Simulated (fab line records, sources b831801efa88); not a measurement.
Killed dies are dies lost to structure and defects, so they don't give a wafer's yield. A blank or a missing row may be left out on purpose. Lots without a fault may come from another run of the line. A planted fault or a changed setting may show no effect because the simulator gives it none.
Problem report in the 8D (eight disciplines) form, filled by code | flow sky130 | the parts of the form that need people (team, actions taken, sign-off) are left out

1. THE PROBLEM
oes_product_au at SKY_SONOS_ONO_STRIP_17 reads a mean of 0.906 a.u. on 3 wafers of 1 lot; wafers without a fault read 0.710 a.u. with a standard deviation of 0.0047. That is +42 standard deviations from the usual mean.
The step: strips in O2/N2.
First seen on wafer L752.2, day 18 08:24, on plasma_asher-03. The record holds 39 wafers of 13 lots with a number at this step. Rule for "out", or "out of limits": more than 4 standard deviations from the usual mean. The other wafers with a number count as sound.

2. WHAT IT IS AND WHAT IT IS NOT
question                    | is                     | is not
which readings at this step | oes_product_au         | drypump_motor_current_A
which lots                  | L752                   | L736, L738, L739, L740, L741, L742, L743, L744, L745, L748, L749, L759
which wafers of those lots  | all that have a number | -
read on which tools         | plasma_asher-03        | plasma_asher-01, plasma_asher-04
when                        | from day 18 08:24      | up to then (33 sound wafers); but 3 sound wafers of L759 came after

3. SUSPECTS, AND WHAT RULES EACH OUT
Counting: a tool at a process step up to the reading stays a suspect if it ran every lot that is out and no sound lot after the first of them.
- plasma_asher-03 at SKY_SONOS_ONO_STRIP_17 (strips in O2/N2): kept. It ran the lot that is out, L752 (day 18 08:24), and no sound lot after that; its last sound lot up to then is L749 (day 17 19:10). Its own readings are out on those wafers: oes_product_au.
Left after counting: plasma_asher-03 at SKY_SONOS_ONO_STRIP_17.

4. THE CAUSE (what the simulator had put in)
Strip aborted: plasma_asher-03, from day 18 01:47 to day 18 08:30, at SKY_SONOS_ONO_STRIP_17. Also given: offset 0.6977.
Counting left only this tool.

5. THE CHAIN OF EFFECTS, in route order
Each row: a reading whose mean over the struck wafers that have a number lies more than 3 standard deviations from the usual. Only readings for which the record gives a usual standard deviation are gone through. hours: the time from each lot's start at the first step in this table that gives one to its start at this step, as a median over the lots. sigmas: the change in usual standard deviations.
hours | step                   | reading             | usual      | on struck wafers | change | sigmas
0     | SKY_SONOS_ONO_STRIP_17 | oes_product_au      | 0.710 a.u. | 0.906            | +0.196 | +42
760   | SKY_PAD_OPEN_PROBE_99  | killed_at_front_end | 16         | 420              | +404   | +81
760   | SKY_PAD_OPEN_PROBE_99  | killed_dies         | 87         | 492              | +405   | +40
760   | SKY_PAD_OPEN_PROBE_99  | killed_on_rim       | 17         | 96               | +79    | +20
The process steps in it:
- SKY_SONOS_ONO_STRIP_17: strips in O2/N2.
- SKY_PAD_OPEN_PROBE_99
Readings that are blank on the struck wafers while sound wafers have them: strip_time_to_endpoint_s at SKY_SONOS_ONO_STRIP_17.

6. WHAT WOULD HAVE CAUGHT IT SOONER
In this record the first reading out of limits was taken at day 18 08:24, 7 hours after the fault began at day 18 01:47.
